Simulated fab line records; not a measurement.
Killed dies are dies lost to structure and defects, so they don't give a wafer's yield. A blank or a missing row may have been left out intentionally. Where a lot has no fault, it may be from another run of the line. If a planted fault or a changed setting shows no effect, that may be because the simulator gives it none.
A lot that was struck, set against a sound lot ; flow sky130 ; 16 steps out of a route of 708
Sound: wafers L343.3, L343.5, L343.6. Struck: wafers L340.1, L340.3, L340.4. The cause is given at the end.
Each step with rows lists, per side, the tool, then ch with its chambers, then its first start. Under that, the readings that differ: sound wafers ; struck wafers ; difference of the means ; sigmas: that difference in standard deviations of wafers without a fault.
alike: readings whose means differ by less than 2 such deviations, and words and numbers that are the same on both sides. not compared: withheld readings, readings that some wafer has no value for, bounds like >300 that may hide the same value, and numbers for which the record gives no deviation and whose values overlap.
The two part at a step that has a row with sigmas, a row that says differs or no value, or rows on one side only. Non-overlapping numbers with no deviation appear without sigmas and do not part them. A reading that every wafer of one side lacks parts them only if that side has two wafers or more.

SKY_VIA2_BOW_MEAS_03:
  sound: film_metro-01 at day 40 17:40; struck: film_metro-04 at day 39 22:05
  alike: VIA2_BOW
then, 8 steps without rows for these wafers: SKY_VIA2_DEHYDRATE_04 (time 60 s); SKY_VIA2_HMDS_05 (prime time 60 s); SKY_VIA2_COAT_06 (resist thk 60 nm); SKY_VIA2_COAT_07 (resist thk 450 nm); SKY_VIA2_SOFTBAKE_08 (time 90 s); SKY_VIA2_EXPOSE_09 (exposes mask VIM2, target cd 200 nm); SKY_VIA2_PEB_10; SKY_VIA2_DEVELOP_11 (develop time 60 s).
SKY_VIA2_CD_MEAS_12 targets a cd of 200 nm.
  sound: cd_sem-02 at day 41 17:33; struck: cd_sem-01 at day 40 22:04
  alike: cd_nm
SKY_VIA2_OVL_MEAS_13:
  sound: overlay-02 at day 41 17:38; struck: overlay-01 at day 40 22:11
  alike: VIA2_OVL
SKY_VIA2_ETCH_14: etches BARC in N2/H2, stops on SiO2, time 45.9 s, target depth 60 nm.
  sound on rie_diel-01 ch 1,2, day 41 17:40; struck on rie_diel-02 ch 1,2,3, day 40 22:13
  alike: drypump_motor_current_A, h2_flow_sccm, n2_flow_sccm, oes_product_au, rf_fwd_power_W, throttle_valve_pct
  not compared: rf_hours_counter_h
SKY_VIA2_ETCH_15: etches SiO2 in C4F8/O2/Ar, stops on TiN, target depth 546 nm, time 84 s.
  sound on rie_diel-01 ch 1,2, day 41 17:43; struck on rie_diel-02 ch 1,2,3, day 40 22:15
reading;sound;struck;difference;sigmas
oes_product_au (a.u.);0.944 0.933 0.938;0.909 0.888 0.890;-0.043;-9
model.etch.depth_nm (nm);495.4 494.7 496.4;461.5 451.6 453.4;-40.0;
model.VIA2.feature_depth_nm (nm);495.4 494.7 496.4;461.5 451.6 453.4;-40.0;
model.KrF-thick_of_VIA2_COAT_07.thk_nm (nm);286.4 286.8 283.5;297 300.8 301.2;+14;
  alike: rf_fwd_power_W
  not compared: rf_hours_counter_h
SKY_VIA2_STRIP_16: strips in O2/N2.
  sound on plasma_asher-02 ch 0,1, day 41 17:48; struck on plasma_asher-01 ch 0,1, day 40 22:19
reading;sound;struck;difference;sigmas
strip_time_to_endpoint_s (s);4.07 4.08 4.04;4.19 4.22 4.23;+0.15;+5
  alike: drypump_motor_current_A, n2_flow_sccm, oes_product_au
  not compared: rf_hours_counter_h
then, 1 step without rows for these wafers: SKY_VIA2_STRIP_17 (strips in post etch residue remover, time 1200 s).
-- the record jumps here: 8 days lie between the struck wafers' starts before and after (it left off in module VIA2 and takes up again in module PAD_OPEN, whose first step shown is number 708 of the route) --
SKY_PAD_OPEN_PROBE_99:
  sound: prober-02 at day 49 22:23; struck: prober-01 at day 49 09:19
reading;sound;struck;difference;sigmas
hold;- - -;await_dispo/6.2h/release await_dispo/6.2h/release await_dispo/6.2h/release;no value on the sound wafers;
defect_limited_yield (%);81.5 83.3 81.9;77.4 33.1 39.2;-32.3;-19
killed_at_M0_to_M3;39 41 49;79 289 258;+166;+26
killed_dies;91 82 89;111 329 299;+159;+18
killed_on_rim;20 25 14;33 27 87;+29;+8
  alike: killed_at_M4_up, killed_at_contacts, killed_at_front_end, killed_at_other, killed_open, killed_short

## WHERE THEY PART
Last at SKY_PAD_OPEN_PROBE_99 as far as this record goes, first at SKY_VIA2_ETCH_15.

WHY: what the simulator had put in
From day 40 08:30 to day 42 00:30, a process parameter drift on rie_diel-02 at SKY_VIA2_ETCH_15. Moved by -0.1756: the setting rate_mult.
